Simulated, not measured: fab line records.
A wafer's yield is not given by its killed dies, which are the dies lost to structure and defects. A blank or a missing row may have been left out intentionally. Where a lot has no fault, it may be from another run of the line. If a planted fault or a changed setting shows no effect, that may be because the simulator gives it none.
Struck lot and sound lot, side by side + flow gf180mcu + 18 steps out of a route of 602
Sound: these wafers, L819.1, L819.2, L819.3. Struck: wafer L825.5 (left out: L825.2, L825.3 of the same lot, which were not struck); the cause appears at the end.
At each step with rows: each side's tool, then ch and its chambers, then its first start. Under that, the readings that differ: sound wafers + struck wafers + difference of the means + sigmas: that difference in standard deviations of wafers without a fault.
alike: words and numbers the same on both sides, and readings whose means are apart by under 2 such deviations; not compared: readings that were withheld, readings missing a value for some wafer, numbers with overlapping values and no deviation given by the record, and bounds like >300 which may hide the same value.
Wherever a step has rows on one side only, a row that says differs or no value, or a row with sigmas, the two part there. Numbers that have no deviation but don't overlap get no sigmas and don't part them. Lack of a reading on every wafer of one side parts them only where that side has two or more wafers.

first, 3 steps without rows for these wafers: GF_V2_EXPOSE_11 (exposes mask Via2, target cd 260 nm); GF_V2_PEB_12 (peb time 90 s); GF_V2_DEVELOP_13 (develop time 60 s).
GF_V2_CD_MEAS_14: target cd 260 nm.
  struck on cd_sem-01, day 22 21:58; sound on cd_sem-02, day 20 12:59
  alike: cd_nm
GF_V2_OVL_MEAS_15:
  struck on overlay-01, day 22 22:05; sound on overlay-02, day 20 13:07
  alike: V2_OVL
GF_V2_ETCH_16: etches BARC in N2/H2.
  sound on rie_diel-04 ch 1,2,3, day 20 13:09; struck on rie_diel-03 ch 2, day 22 22:07
  alike: drypump_motor_current_A, oes_product_au, throttle_valve_pct
GF_V2_ETCH_17: etches SiO2 in C4F8/O2/Ar, stops on TiN, target depth 630 nm.
  sound: rie_diel-04 ch 1,2,3; struck: rie_diel-03 ch 2
  alike: oes_product_au
GF_V2_STRIP_18: strips in O2/N2.
  sound on plasma_asher-02 ch 0,1, day 20 13:16; struck on plasma_asher-02 ch 1, day 22 22:14
  alike: drypump_motor_current_A, heater_power_w, oes_product_au
  not compared: rf_hours_counter_h
then, 2 steps without rows for these wafers: GF_V2_STRIP_19 (strips in post etch residue remover, time 1200 s); GF_V2_CLEAN_20 (cleans in DIW).
GF_V2_SPUTTER_21: material Ti, target thk 15 nm, time 80.02 s.
  struck on pvd_sputter-04, day 22 22:47; sound on pvd_sputter-04, day 20 13:49
  alike: throttle_valve_pct
then, 1 step without rows for these wafers: GF_V2_SPUTTER_22 (material TiN, target thk 10 nm, time 40 s).
GF_V2_CVD_23: deposits W, target thk 350 nm, time 104.94 s.
  sound on cvd_w-01 ch 0,1, day 20 13:55; struck on cvd_w-01 ch 0, day 22 22:53
| reading                          | sound             | struck | difference | sigmas      |
|----------------------------------|-------------------|--------|------------|-------------|
| chamber_pressure_Torr (Torr)     | 39.76 39.94 40.12 | 31.13  | -8.81      | -99 or more |
| model.W_of_V2_CVD_23.thk_nm (nm) | 350.7 346.5 355.7 | 309.7  | -41.3      |             |
  alike: heater_power_w
GF_V2_RS_MEAS_24: measurement is done with a four-point probe.
  struck on film_metro-01, day 22 23:01; sound on film_metro-04, day 20 14:01
| reading          | sound                | struck | difference | sigmas |
|------------------|----------------------|--------|------------|--------|
| V2_W_RS (ohm/sq) | 0.3273 0.3311 0.3219 | 0.3714 | +0.0446    | +15    |
GF_V2_THK_MEAS_25: measures by xrf.
  struck on film_metro-01, day 22 23:07; sound on film_metro-04, day 20 14:08
| reading       | sound       | struck | difference | sigmas |
|---------------|-------------|--------|------------|--------|
| V2_W_THK (nm) | 361 354 364 | 313    | -47        | -10    |
GF_V2_CMP_26: polishes, stops on SiO2, t overpolish 15 s, target thk 0 nm.
  sound on cmp-01 ch 0,1,2, day 20 14:12; struck on cmp-01 ch 2, day 22 23:16
| reading                | sound          | struck | difference | sigmas |
|------------------------|----------------|--------|------------|--------|
| time_to_endpoint_s (s) | 91.1 88.9 88.8 | 71.7   | -17.9      | -7     |
  alike: motor_current_A
GF_M3_SPUTTER_00: material Ti, target thk 37.5 nm, time 150 s.
  struck on pvd_sputter-01, day 22 23:28; sound on pvd_sputter-02, day 20 14:30
  alike: throttle_valve_pct
GF_PASSIVATION_PROBE_99:
  the record holds rows for the sound wafers here (prober-01, day 29 04:50) but none for the struck ones

WHERE THEY PART
At GF_V2_CVD_23 first; at GF_PASSIVATION_PROBE_99 last (within this record only).

WHY: the cause the simulator had injected
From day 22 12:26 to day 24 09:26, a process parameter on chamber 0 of cvd_w-01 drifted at GF_V2_CVD_23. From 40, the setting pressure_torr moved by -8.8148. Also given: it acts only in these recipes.
